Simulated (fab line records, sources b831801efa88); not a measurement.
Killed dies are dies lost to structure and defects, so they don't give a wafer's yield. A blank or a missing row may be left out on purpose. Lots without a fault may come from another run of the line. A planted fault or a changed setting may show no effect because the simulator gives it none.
fab line records | flow gf180mcu
record lots=12 wafers=36 last_day=33
route steps=602 shown V1@352 M2@364 M3@413
lots that met no fault: from a run of the same line without faults
start_h: hours from the record's first day to the start of the lot's first wafer shown | wait_h: hours since the lot's step before | " the same as in the row above | L1.1+2: a row that stands for several wafers | - no value, or no start given | * or withheld: withheld | < > ~ a bound
route shown NAME@n: a module of which the file shows steps, and the number in the route of the first | usual: mean/standard deviation of fault-free wafers | same: alike in all rows | chamber/n: place in a boat | sites: the reading at each site | _std_site: their standard deviation | _edge_site: outer sites' mean less inner sites' | radius_mm: how far each site lies from the wafer's centre | mask NAME#n: copy n | behind: the tool/chamber that last shaped the wafer | hold: why the lot was held/for how many hours/how that ended | device: the transistor (n, p or np) that didn't switch | end of line: the same wafers' tests at the end of the route | a step without rows: its recipe alone | killed: dies lost to structure and defects at the first sort, not the wafer's yield | map: a wafer's dies, x killed, . not, _ none there
set.NAME: the setting as run; set.NAME@STEP: as run at that earlier step | model.NAME: the simulator's own value behind a step, which no gauge read
steps of the route over a sample of lots; a table a step, a row a wafer
services: from which hour (start_h, from the record's first day; less than 0 if before it) a tool's chamber was out of use, for how many hours, and why
## steps
# step GF_V1_ETCH_17
# recipe chemistry=C4F8/O2/Ar mask_material=KrF target=SiO2 stop_on=TiN source_w=1500 bias_w=1200 pressure_mtorr=40 c4f8_flow_sccm=withheld O2_flow_sccm=6 Ar_flow_sccm=300 time_s=withheld target_depth_a=6300
# usual chamber_pressure_mTorr=40.00/0.034 oes_product_au=0.856/0.0044
# columns lot.wafer tool chamber start_h wait_h chamber_pressure_mTorr oes_product_au
L290.1 rie_diel-01 2 - - 39.96 0.862
L290.3 " 3 " " 39.99 0.856
L290.6 " 3 " " 40.03 0.854
L291.2 rie_diel-01 1 - - 40.00 0.845
L291.3 " 2 " " 40.01 0.858
L291.4 " 3 " " 40.01 0.853
L293.1 rie_diel-03 3 - - 40.02 0.860
L293.4 " 1 " " 39.99 0.854
L293.5 " 3 " " 39.98 0.858
L294.3 rie_diel-01 3 - - 40.01 0.847
L294.4 " 0 " " 39.98 0.862
L294.5 " 3 " " 40.06 0.857
L296.1 rie_diel-03 1 - - 40.05 0.860
L296.4 " 3 " " 39.96 0.861
L296.5 " 1 " " 40.01 0.855
L298.1 rie_diel-01 0 - - 39.95 0.856
L298.4 " 3 " " 39.97 0.851
L298.5 " 0 " " 39.98 0.860
L300.1 rie_diel-03 2 - - 40.05 0.865
L300.3 " 3 " " 40.03 0.858
L300.4 " 0 " " 39.98 0.849
L301.1 rie_diel-04 1 - - 40.06 0.863
L301.3 " 2 " " 40.02 0.856
L301.4 " 1 " " 40.00 0.855
L302.1 rie_diel-04 0 - - 39.95 0.848
L302.3 " 3 " " 40.01 0.858
L302.6 " 0 " " 40.04 0.854
L303.1 rie_diel-01 1 - - 40.00 0.853
L303.2 " 2 " " 40.02 0.857
L303.3 " 3 " " 40.03 0.857
L304.3 rie_diel-01 0 - - 40.05 0.858
L304.4 " 3 " " 40.00 0.850
L304.5 " 3 " " 40.01 0.853
L307.1 rie_diel-01 3 - - 39.98 0.862
L307.3 " 1 " " 40.07 0.856
L307.6 " 1 " " 39.98 0.858
# step GF_V1_STRIP_18
# recipe chemistry=O2/N2 power_w=1400 pressure_mtorr=1500 platen_temp_c=250 o2_flow_sccm=3000 n2_flow_sccm=300 overash_fraction=0.5
# usual chamber_pressure_mTorr=1500/3 drypump_motor_current_A=5.7/0.43 heater_power_w=327/21 oes_product_au=0.592/0.0048
# columns lot.wafer tool chamber start_h wait_h chamber_pressure_mTorr drypump_motor_current_A heater_power_w oes_product_au rf_hours_counter_h
L290.1 plasma_asher-02 1 407.73 - 1502 5.8 324 0.597 31
L290.3 " 1 " " 1498 5.7 329 0.588 -
L290.6 " 1 " " 1500 5.8 331 0.595 -
L291.2 plasma_asher-02 0 414.19 - 1499 6.2 301 0.589 32
L291.3 " 1 " " 1497 5.7 335 0.593 -
L291.4 " 0 " " 1500 6.3 303 0.584 -
L293.1 plasma_asher-03 1 438.19 - 1500 5.1 359 0.584 1
L293.4 " 1 " " 1500 5.1 353 0.588 -
L293.5 " 1 " " 1499 5.1 349 0.589 -
L294.3 plasma_asher-04 1 446.17 - 1501 4.8 324 0.588 -
L294.4 " 0 " " 1499 5.8 361 0.597 -
L294.5 " 0 " " 1500 5.8 358 0.599 -
L296.1 plasma_asher-03 1 465.24 - 1501 5.2 360 0.595 3
L296.4 " 0 " " 1501 5.8 326 0.587 -
L296.5 " 1 " " 1501 5.2 353 0.592 -
L298.1 plasma_asher-03 0 486.48 - 1501 5.7 316 0.597 6
L298.4 " 1 " " 1501 5.1 363 0.593 -
L298.5 " 0 " " 1500 5.7 320 0.594 -
L300.1 plasma_asher-02 0 506.18 - 1498 6.3 295 0.596 41
L300.3 " 0 " " 1499 6.3 294 0.587 -
L300.4 " 1 " " 1498 5.7 327 0.593 -
L301.1 plasma_asher-03 1 512.43 - 1502 5.1 347 0.588 9
L301.3 " 1 " " 1501 5.1 356 0.594 -
L301.4 " 0 " " 1500 5.8 320 0.599 -
L302.1 plasma_asher-02 1 523.24 - 1500 5.7 325 0.594 44
L302.3 " 1 " " 1501 5.7 327 0.588 -
L302.6 " 0 " " 1501 6.3 304 0.589 -
L303.1 plasma_asher-02 1 534.09 - 1467 5.7 321 0.597 45
L303.2 " 0 " " 1498 6.2 294 0.593 45
L303.3 " 0 " " 1501 6.3 300 0.584 -
L304.3 plasma_asher-03 0 539.81 - 1499 5.7 320 0.605 -
L304.4 " 1 " " 1501 5.1 356 0.592 -
L304.5 " 0 " " 1501 5.7 324 0.594 -
L307.1 plasma_asher-03 0 560.74 - 1496 5.7 315 0.590 16
L307.3 " 0 " " 1500 5.7 318 0.595 -
L307.6 " 1 " " 1499 5.1 355 0.594 -
# step GF_M2_SPUTTER_02
# recipe material=AlCu target_thk_nm=450 power_w=10600 time_s=23.9 chamber_pressure_pa=0.4
# usual throttle_valve_pct=29.8/1.2
# columns lot.wafer tool chamber start_h wait_h throttle_valve_pct
L290.1 pvd_sputter-01 - 409.09 0.0 30.0
L290.3 " - " " 30.7
L290.6 " - " " 29.9
L291.2 pvd_sputter-02 - 415.95 0.0 27.5
L291.3 " - " " 29.6
L291.4 " - " " 31.7
L293.1 pvd_sputter-04 - 439.95 0.0 31.5
L293.4 " - " " 29.8
L293.5 " - " " 29.9
L294.3 pvd_sputter-02 - 447.51 0.0 29.6
L294.4 " - " " 31.7
L294.5 " - " " 29.8
L296.1 pvd_sputter-02 - 466.59 0.0 27.5
L296.4 " - " " 29.6
L296.5 " - " " 27.6
L298.1 pvd_sputter-04 - 487.95 0.0 29.7
L298.4 " - " " 28.0
L298.5 " - " " 29.9
L300.1 pvd_sputter-01 - 507.99 0.0 29.7
L300.3 " - " " 29.9
L300.4 " - " " 30.6
L301.1 pvd_sputter-01 - 513.88 0.0 29.7
L301.3 " - " " 30.8
L301.4 " - " " 29.5
L302.1 pvd_sputter-02 - 524.62 0.0 31.8
L302.3 " - " " 29.8
L302.6 " - " " 27.6
L303.1 pvd_sputter-04 - 535.48 0.0 28.4
L303.2 " - " " 31.4
L303.3 " - " " 29.9
L304.3 pvd_sputter-04 - 541.13 0.0 29.6
L304.4 " - " " 28.1
L304.5 " - " " 31.7
L307.1 pvd_sputter-01 - 562.11 0.0 29.6
L307.3 " - " " 30.6
L307.6 " - " " 30.3
# step GF_M3_SPUTTER_04
# recipe material=TiN target_thk_nm=50 power_w=6500 time_s=41.7 chamber_pressure_pa=0.4
# usual throttle_valve_pct=30.3/1
# columns lot.wafer tool chamber start_h wait_h throttle_valve_pct
L290.1 pvd_sputter-03 - 458.09 0.0 29.3
L290.3 " - " " 31.4
L290.6 " - " " 30.9
L291.2 pvd_sputter-04 - 465.43 0.0 30.0
L291.3 " - " " 31.5
L291.4 " - " " 28.1
L293.1 pvd_sputter-04 - 490.17 0.0 31.6
L293.4 " - " " 29.9
L293.5 " - " " 31.7
L294.3 pvd_sputter-04 - 498.48 0.0 29.9
L294.4 " - " " 28.2
L294.5 " - " " 29.9
L296.1 pvd_sputter-04 - 517.49 0.0 29.8
L296.4 " - " " 28.3
L296.5 " - " " 29.7
L298.1 pvd_sputter-04 - 537.85 0.0 31.7
L298.4 " - " " 29.8
L298.5 " - " " 31.6
L300.1 pvd_sputter-01 - 557.55 0.0 30.6
L300.3 " - " " 29.9
L300.4 " - " " 29.4
L301.1 pvd_sputter-04 - 561.81 0.0 28.2
L301.3 " - " " 29.9
L301.4 " - " " 29.7
L302.1 pvd_sputter-04 - 572.85 0.0 28.1
L302.3 " - " " 30.1
L302.6 " - " " 29.8
L303.1 pvd_sputter-03 - 583.01 0.0 29.6
L303.2 " - " " 31.0
L303.3 " - " " 31.6
L304.3 pvd_sputter-03 - 587.93 0.0 31.0
L304.4 " - " " 31.6
L304.5 " - " " 31.6
L307.1 pvd_sputter-03 - 620.50 0.0 29.2
L307.3 " - " " 31.7
L307.6 " - " " 30.9
# step GF_M3_THK_MEAS_06
# recipe thk_meas_gauge=xrf reads=AlCu_of_M3_SPUTTER_02
# usual M3_ALCU_THK=442/5.6
# columns lot.wafer tool chamber start_h wait_h M3_ALCU_THK[nm]
L290.1 film_metro-03 - 458.25 0.1 447
L290.3 " - " " 439
L290.6 " - " " 439
L291.2 film_metro-02 - 465.60 0.1 450
L291.3 " - " " 443
L291.4 " - " " 447
L293.1 film_metro-03 - 490.33 0.1 446
L293.4 " - " " 454
L293.5 " - " " 446
L294.3 film_metro-02 - 498.66 0.1 444
L294.4 " - " " 444
L294.5 " - " " 440
L296.1 film_metro-01 - 517.65 0.1 444
L296.4 " - " " 448
L296.5 " - " " 449
L298.1 film_metro-01 - 538.01 0.1 442
L298.4 " - " " 454
L298.5 " - " " 443
L300.1 film_metro-02 - 557.71 0.1 453
L300.3 " - " " 448
L300.4 " - " " 449
L301.1 film_metro-01 - 561.98 0.1 451
L301.3 " - " " 447
L301.4 " - " " 453
L302.1 film_metro-03 - 573.01 0.1 449
L302.3 " - " " 442
L302.6 " - " " 440
L303.1 film_metro-03 - 583.17 0.1 447
L303.2 " - " " 439
L303.3 " - " " 438
L304.3 film_metro-02 - 588.11 0.1 438
L304.4 " - " " 443
L304.5 " - " " 443
L307.1 film_metro-02 - 620.66 0.1 425
L307.3 " - " " 423
L307.6 " - " " 423
## services
# columns tool chamber start_h hours kind
plasma_asher-02 - 388.96 2.8 pm
rie_diel-03 0 404.88 14.0 repair
rie_diel-03 2 410.64 9.0 repair
plasma_asher-03 - 421.25 9.0 pm
rie_diel-01 3 447.31 1.6 repair
plasma_asher-02 - 453.25 3.8 repair
rie_diel-03 0 500.48 2.5 repair
rie_diel-03 2 517.22 1.6 repair
rie_diel-03 - 517.30 0.8 repair
rie_diel-01 - 518.41 0.8 repair
rie_diel-03 0 519.42 9.6 repair
rie_diel-03 2 537.93 6.3 repair
rie_diel-03 1 544.62 5.6 repair
pvd_sputter-02 - 548.79 4.1 repair
rie_diel-03 3 554.44 5.2 repair
plasma_asher-03 - 559.39 0.5 repair
pvd_sputter-02 - 572.94 3.3 repair
rie_diel-03 2 578.33 1.3 repair
pvd_sputter-04 - 580.08 1.3 repair
pvd_sputter-03 - 589.10 1.5 repair
plasma_asher-02 - 600.52 2.6 repair
pvd_sputter-02 - 601.36 2.6 repair
rie_diel-03 0 609.73 7.4 repair
pvd_sputter-04 - 613.60 3.0 repair
## key
first_sign step=GF_M3_THK_MEAS_06 reading=M3_ALCU_THK direction=down sigmas=3.3 usual=442 struck=424
effect none on later readings
met_at GF_M3_SPUTTER_04
struck_lots L307
not_acting_at GF_V1_ETCH_17,GF_V1_STRIP_18,GF_M2_SPUTTER_02
onset_between 587.93 620.50
also_fits time
fault kind=process_parameter_drift tool=pvd_sputter-03 chamber=- onset_h=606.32 steps=GF_M3_SPUTTER_04 channel=target_thk_nm offset=17.742 shape=step end_h=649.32 acts_in=these_recipes_only stated=50
